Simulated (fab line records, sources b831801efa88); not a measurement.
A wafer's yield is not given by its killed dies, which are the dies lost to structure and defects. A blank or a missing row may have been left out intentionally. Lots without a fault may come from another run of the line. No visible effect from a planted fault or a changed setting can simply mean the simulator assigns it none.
Which tool was responsible? :: flow sky130 :: 12 lots with 36 wafers sampled at 2 steps, on a route of 708 steps

== WHAT THE GAUGES READ, wafer by wafer ==
SKY_LI_CONTACT_OVL_MEAS_13. Usual: LI_CONTACT_OVL gives 0 nm (standard deviation 5).
lot: L338
measured: day 29 04:11
on: overlay-01
LI_CONTACT_OVL (nm): -2 -2 0
flag: 

lot: L339
measured: day 29 12:35
on: overlay-02
LI_CONTACT_OVL (nm): -9 2 3
flag: 

lot: L341
measured: day 30 06:47
on: overlay-01
LI_CONTACT_OVL (nm): 4 0 -2
flag: 

lot: L342
measured: day 30 19:17
on: overlay-02
LI_CONTACT_OVL (nm): -9 -13 -1
flag: 

lot: L343
measured: day 30 20:34
on: overlay-02
LI_CONTACT_OVL (nm): 6 4 0
flag: 

lot: L344
measured: day 31 02:48
on: overlay-01
LI_CONTACT_OVL (nm): -4 1 -3
flag: 

lot: L345
measured: day 31 13:14
on: overlay-02
LI_CONTACT_OVL (nm): -3 -3 -4
flag: 

lot: L347
measured: day 32 02:56
on: overlay-01
LI_CONTACT_OVL (nm): -4 -5 -1
flag: 

lot: L353
measured: day 34 06:44
on: overlay-02
LI_CONTACT_OVL (nm): 7 1 2
flag: 

lot: L361
measured: day 36 15:14
on: overlay-01
LI_CONTACT_OVL (nm): 4 5 4
flag: 

lot: L359
measured: day 36 19:01
on: overlay-01
LI_CONTACT_OVL (nm): 5 -2 -1
flag: 

lot: L360
measured: day 36 19:35
on: overlay-01
LI_CONTACT_OVL (nm): -6 -11 -10
flag: 

SKY_LI_CONTACT_RS_MEAS_22: a four-point-probe measurement. Usual: LI_CONTACT_W_RS gives 0.2846 ohm/sq (standard deviation 0.0026).
lot: L338
measured: day 29 04:54
on: film_metro-01
LI_CONTACT_W_RS (ohm/sq): 0.2827 0.2846 0.2827
flag: 

lot: L339
measured: day 29 13:20
on: film_metro-01
LI_CONTACT_W_RS (ohm/sq): 0.2864 0.2810 0.2887
flag: 

lot: L341
measured: day 30 07:32
on: film_metro-02
LI_CONTACT_W_RS (ohm/sq): 0.2867 0.2833 0.2871
flag: 

lot: L342
measured: day 30 20:00
on: film_metro-04
LI_CONTACT_W_RS (ohm/sq): 0.2810 0.2805 0.2832
flag: 

lot: L343
measured: day 30 21:17
on: film_metro-02
LI_CONTACT_W_RS (ohm/sq): 0.2848 0.2825 0.2876
flag: 

lot: L344
measured: day 31 03:31
on: film_metro-02
LI_CONTACT_W_RS (ohm/sq): 0.2835 0.2856 0.2835
flag: 

lot: L345
measured: day 31 13:57
on: film_metro-04
LI_CONTACT_W_RS (ohm/sq): 0.2887 0.2882 0.2813
flag: 

lot: L347
measured: day 32 03:40
on: film_metro-02
LI_CONTACT_W_RS (ohm/sq): 0.2808 0.2827 0.2806
flag: 

lot: L353
measured: day 34 07:28
on: film_metro-04
LI_CONTACT_W_RS (ohm/sq): 0.2869 0.2851 0.2824
flag: 

lot: L361
measured: day 36 15:57
on: film_metro-04
LI_CONTACT_W_RS (ohm/sq): 0.2824 0.2857 0.2847
flag: 

lot: L359
measured: day 36 19:44
on: film_metro-02
LI_CONTACT_W_RS (ohm/sq): 0.2828 0.2839 0.2818
flag: 

lot: L360
measured: day 36 20:22
on: film_metro-01
LI_CONTACT_W_RS (ohm/sq): 0.2823 0.2905 0.2887
flag: 

== WHAT TOOL EACH LOT RAN ON (gives the tool, then ch and the chambers of the sampled wafers, and finally the start) ==
The record holds no process step before these readings.

== AS READ BY THE TOOLS THEMSELVES (means over the sampled wafers that have a number; for cases with no such wafer, the mark the record gives instead) ==
The record holds no such reading with a usual standard deviation.

== THE ANSWER, worked out from the rows above alone ==
Rule: take the mean of a lot's wafers that have a number; if it is more than 3 standard deviations from the usual mean, the lot is off. Also off: a lot with no number at a reading for which 4 or more lots have one. The other lots that the step has rows for count as sound. The gauges are gone through in route order, then the tools' own readings, and for those a lot's mean is taken as printed above. At the first step where some lot is off, the reading lying furthest off is the one used; lots without a number count as furthest.
None of the lots is off at any reading shown; this tells nothing.

== WHAT THE SIMULATOR PUT IN ==
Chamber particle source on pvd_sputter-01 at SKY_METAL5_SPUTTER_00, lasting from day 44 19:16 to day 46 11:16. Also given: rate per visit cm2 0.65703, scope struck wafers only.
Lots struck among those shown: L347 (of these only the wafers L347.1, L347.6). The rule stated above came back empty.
